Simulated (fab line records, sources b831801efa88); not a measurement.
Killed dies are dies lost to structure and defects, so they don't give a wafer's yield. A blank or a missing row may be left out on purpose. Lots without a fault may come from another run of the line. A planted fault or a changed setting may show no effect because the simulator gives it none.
Chamber matching | flow gf180mcu | GF_V4_CMP_26 on cmp-01: 4 sister chambers
The step polishes, stops on SiO2, t overpolish 15 s, target thk 0 nm. 4 wafers are shown with their chamber, then 8 later ones without.

WAFERS WITH THEIR CHAMBER
wafer  | chamber | motor_current_A (A)
L467.1 | 0       | 9.7
L467.2 | 2       | 12.4
L467.6 | 1       | 10.7
L470.1 | 3       | 10.7

WAFERS WITHOUT THEIR CHAMBER
wafer  | motor_current_A (A)
L470.2 | 12.7
L470.4 | 10.4
L471.2 | 10.8
L471.3 | 10.4
L471.5 | 12.0
L473.4 | 10.6
L473.5 | 10.5
L473.6 | 11.7

WHICH CHAMBER EACH WENT THROUGH
wafer  | from the rows above          | in truth
L470.2 | 2                            | 2
L470.4 | can't be placed: 1 or 3 or 0 | 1
L471.2 | can't be placed: 1 or 3      | 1
L471.3 | can't be placed: 1 or 3 or 0 | 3
L471.5 | 2                            | 2
L473.4 | can't be placed: 1 or 3      | 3
L473.5 | can't be placed: 1 or 3 or 0 | 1
L473.6 | can't be placed: 2 or 1 or 3 | 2
Placed correctly: 2 of 8. Can't be placed from these rows: 6 (the true chamber is among the candidates in 6). Placed wrongly: 0.
How it was worked out, from the rows above alone: a wafer's distance from a chamber is the root of the sum, over the readings, of the square of ((its reading less the chamber's mean) divided by the reading's scatter). The wafer belongs to the nearest chamber; if the next one is less than 2 further off, it can't be placed. A chamber's mean is the mean of its shown wafers. The scatter: with one shown wafer a chamber, the root of the mean of the squares of how far each hidden wafer lies from its nearest shown one.
